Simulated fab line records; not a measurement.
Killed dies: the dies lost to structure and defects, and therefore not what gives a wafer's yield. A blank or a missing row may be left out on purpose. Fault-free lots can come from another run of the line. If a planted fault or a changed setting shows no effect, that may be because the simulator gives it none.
A struck lot beside a sound one | flow sky130 | 34 out of 708 route steps
Sound: the wafers L939.2, L939.3, L939.6. Wafers struck: L948.1, L948.2, L948.4. The cause comes at the end.
Per side, at each step with rows, come the tool, then ch with its chambers, and then its first start. Under that, the readings that differ: sound wafers | struck wafers | difference of the means | sigmas: that difference in standard deviations of wafers without a fault.
alike: words and numbers the same on both sides, and readings whose means are apart by under 2 such deviations; not compared: readings that were withheld, readings missing a value for some wafer, numbers with overlapping values and no deviation given by the record, and bounds like >300 which may hide the same value.
Wherever a step has rows on one side only, a row that says differs or no value, or a row with sigmas, the two part there. When numbers do not overlap yet have no deviation, they are printed without sigmas and do not part them. A reading that every wafer of one side lacks parts them only if that side has two wafers or more.

first, 10 steps without rows for these wafers: SKY_POLY_CUT_ETCH_10 (etches BARC in N2/H2, stops on SiO2, time 45.9 s, target depth 60 nm); SKY_POLY_CUT_ETCH_11 (etches Si3N4 in CF4/CH2F2/Ar, stops on poly-Si, time 42.5 s, target depth 60 nm); SKY_POLY_CUT_STRIP_12 (strips in O2/N2); SKY_SD_P_DEHYDRATE_00 (time 60 s); SKY_SD_P_HMDS_01 (prime time 60 s); SKY_SD_P_COAT_02 (resist thk 1140 nm); SKY_SD_P_SOFTBAKE_03 (time 60 s); SKY_SD_P_EXPOSE_04 (exposes mask PSDM, target cd 380 nm); SKY_SD_P_PEB_05; SKY_SD_P_DEVELOP_06 (develop time 60 s).
SKY_SD_P_IMPLANT_09:
  sound on implanter-02 ch 0, day 26 06:50; struck on implanter-02 ch 0, day 29 12:10
  alike: beamOnS
then, 22 steps without rows for these wafers: SKY_SD_P_STRIP_10 (strips in O2/N2); SKY_RES_XHIGH_DEHYDRATE_00 (time 60 s); SKY_RES_XHIGH_HMDS_01 (prime time 60 s); SKY_RES_XHIGH_COAT_02 (resist thk 1140 nm); SKY_RES_XHIGH_SOFTBAKE_03 (time 60 s); SKY_RES_XHIGH_EXPOSE_04 (exposes mask URPM, target cd 1270 nm); SKY_RES_XHIGH_PEB_05; SKY_RES_XHIGH_DEVELOP_06 (develop time 60 s); SKY_RES_XHIGH_IMPLANT_07; SKY_RES_XHIGH_STRIP_08 (strips in O2/N2); SKY_SD_N_DEHYDRATE_00 (time 60 s); SKY_SD_N_HMDS_01 (prime time 60 s); SKY_SD_N_COAT_02 (resist thk 1140 nm); SKY_SD_N_SOFTBAKE_03 (time 60 s); SKY_SD_N_EXPOSE_04 (exposes mask NSDM, target cd 380 nm); SKY_SD_N_PEB_05; SKY_SD_N_DEVELOP_06 (develop time 60 s); SKY_SD_N_IMPLANT_09; SKY_SD_N_IMPLANT_10; SKY_SD_N_STRIP_11 (strips in O2/N2); SKY_SD_N_CLEAN_13 (cleans in SC1/SC2, time 150 s); SKY_SD_N_RTA_14 (time 2 s).
-- the record jumps here: 19 days lie between the struck wafers' starts before and after (it left off in module SD_N and takes up again in module PAD_OPEN, whose first step shown is number 708 of the route) --
SKY_PAD_OPEN_PROBE_99:
  sound: prober-02 at day 46 05:10; struck: prober-01 at day 48 17:40
reading                                    | sound                | struck               | difference | sigmas
killedAtOther                              | 0 0 0                | 3 0 1                | +1         | +2
killedOpen                                 | 34 29 45             | 59 46 50             | +16        | +2
model.etest.pfetG5v0d10v5.rOnOhmUm         | 4749 4808 4750       | 5017 5028 4992       | +243       | 
model.etest.pfetG5v0d10v5.driveUaUm        | 345.6 340.1 344.6    | 327.6 326.3 326.1    | -16.8      | 
model.etest.resHighPo.rsOhmSqRimLessCentre | -9.187 -8.772 -7.362 | -14.16 -16.94 -17.17 | -7.65      | 
model.etest.resHighPo.rsOhmSqRange         | 10.2 12.24 10.19     | 15.86 18.98 20.47    | +7.56      | 
model.etest.pfet_01v8_lvt.driveUaUm        | 172 171.3 173        | 163.1 166.6 165.9    | -6.9       | 
model.etest.pfet_01v8_mvt.driveUaUm        | 150.7 149.6 153.7    | 142.4 145.5 143.3    | -7.6       | 
  alike: killed_at_M0_to_M3, killed_at_M4_up, killedAtContacts, killedAtFrontEnd, killedDies, killedShort
  not compared: model.etest.pfet_01v8.rOnOhmUm, model.etest.pfet_01v8.driveUaUm

## WHERE THEY PART
Only at SKY_PAD_OPEN_PROBE_99, within this record.

WHY: whatever the simulator had introduced
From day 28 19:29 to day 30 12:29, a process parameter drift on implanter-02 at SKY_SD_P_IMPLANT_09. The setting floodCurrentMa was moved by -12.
